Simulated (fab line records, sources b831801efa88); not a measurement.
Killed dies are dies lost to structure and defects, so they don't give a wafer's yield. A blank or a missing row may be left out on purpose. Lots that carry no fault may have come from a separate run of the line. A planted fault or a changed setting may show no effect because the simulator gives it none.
A lot that was struck, set against a sound lot :: flow gf180mcu :: 18 out of 602 route steps
Sound: the wafers L814.2, L814.5, L814.6. Struck: wafers L824.2, L824.5 (left out: L824.6, a lot-mate that was not struck); the cause follows at the end.
At each step with rows: each side's tool, then ch and its chambers, then its first start. Under that, the readings that differ: sound wafers :: struck wafers :: difference of the means :: sigmas: that difference in standard deviations of wafers without a fault.
alike: readings with means less than 2 such deviations apart, plus words and numbers identical on both sides. not compared: withheld readings, readings lacking a value on some wafer, bounds such as >300 that could conceal the same value, and numbers that have no deviation in the record and whose values overlap.
A row with sigmas, a row that says differs or no value, or rows on one side alone: a step with any of these is where the two part. Numbers that have no deviation but don't overlap get no sigmas and don't part them. A reading that every wafer of one side lacks parts them only if that side has two wafers or more.

first, 2 steps without rows for these wafers: GF_CONTACT_PEB_12 (peb time 90 s); GF_CONTACT_DEVELOP_13 (develop time 60 s).
GF_CONTACT_CD_MEAS_14 targets a cd of 220 nm.
  struck on cd_sem-01, day 20 01:37; sound on cd_sem-01, day 15 22:01
  alike: cd_nm
GF_CONTACT_OVL_MEAS_15:
  struck on overlay-01, day 20 01:43; sound on overlay-01, day 15 22:08
  alike: CONTACT_OVL
then, 1 step without rows for these wafers: GF_CONTACT_ETCH_16 (etches BARC in N2/H2).
GF_CONTACT_ETCH_17: etches SiO2 in C4F8/O2/Ar, stops on CoSi2, target depth 860 nm.
  sound: rie_diel-04 ch 1,2; struck: rie_diel-01 ch 1,2
  alike: oes_product_au
GF_CONTACT_STRIP_18: strips in O2/N2.
  sound on plasma_asher-01 ch 0,1, day 15 22:19; struck on plasma_asher-01 ch 0,1, day 20 01:55
  alike: drypump_motor_current_A, heater_power_w, oes_product_au, platen_temp_c
  not compared: rf_hours_counter_h
then, 3 steps without rows for these wafers: GF_CONTACT_CLEAN_19 (cleans in SPM); GF_CONTACT_CLEAN_20 (cleans in DIW); GF_CONTACT_CLEAN_21 (cleans in dHF, time 20 s).
GF_CONTACT_SPUTTER_22: material Ti, target thk 15 nm, time 80.02 s.
  struck on pvd_sputter-03, day 20 02:12; sound on pvd_sputter-03, day 15 22:37
  alike: throttle_valve_pct
GF_CONTACT_SPUTTER_23: material TiN, target thk 10 nm, time 40 s.
  struck on pvd_sputter-03, day 20 02:16; sound on pvd_sputter-03, day 15 22:41
  alike: throttle_valve_pct
GF_CONTACT_CVD_24: deposits W, target thk 300 nm, time 90.339 s.
  sound on cvd_w-01 ch 0,1, day 15 22:43; struck on cvd_w-02 ch 0, day 20 02:18
reading: heater_power_outer_w (W)
sound: 533 640 530
struck: 431 437
difference: -134
sigmas: -4

reading: heater_power_w (W)
sound: 826 1115 825
struck: 738 739
difference: -184
sigmas: -2

reading: susceptor_temp_C (C)
sound: 399.81 400.21 399.80
struck: 373.05 372.76
difference: -27.04
sigmas: -99 or more

reading: model.W_of_CONTACT_CVD_24.thk_nm (nm)
sound: 302.5 300.9 302.7
struck: 183.3 181.1
difference: -119.8
sigmas: 
GF_CONTACT_RS_MEAS_25: measurement is done with a four-point probe.
  struck on film_metro-02, day 20 02:25; sound on film_metro-02, day 15 22:50
reading: CONTACT_W_RS (ohm/sq)
sound: 0.379 0.381 0.379
struck: 0.630 0.638
difference: +0.254
sigmas: +67
GF_CONTACT_THK_MEAS_26: measures by xrf.
  struck on film_metro-02, day 20 02:32; sound on film_metro-02, day 15 22:57
reading: CONTACT_W_THK (nm)
sound: 308 305 306
struck: 185 183
difference: -122
sigmas: -33
GF_CONTACT_CMP_27: polishes, stops on SiO2, t overpolish 15 s, target thk 0 nm.
  sound on cmp-02 ch 0,1, day 15 23:00; struck on cmp-01 ch 0,1, day 20 02:35
reading: time_to_endpoint_s (s)
sound: 72 73 72
struck: 37 45
difference: -31
sigmas: -6
  alike: motor_current_A
GF_M1_SPUTTER_00: material Ti, target thk 37.5 nm, time 150 s.
  struck on pvd_sputter-04, day 20 02:53; sound on pvd_sputter-01, day 15 23:18
  alike: throttle_valve_pct
-- the record jumps here: 12 days lie between the struck wafers' starts before and after (it left off in module M1 and takes up again in module PASSIVATION, whose first step shown is number 602 of the route) --
GF_PASSIVATION_PROBE_99:
  rows exist in the record for the struck wafers here (prober-02, day 32 01:36), but not for the sound ones

== WHERE THEY PART ==
Earliest at GF_CONTACT_CVD_24; latest, in this record, at GF_PASSIVATION_PROBE_99.

WHY: whatever the simulator had introduced
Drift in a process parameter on cvd_w-02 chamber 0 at GF_CONTACT_CVD_24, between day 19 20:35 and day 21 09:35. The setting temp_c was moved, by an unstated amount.
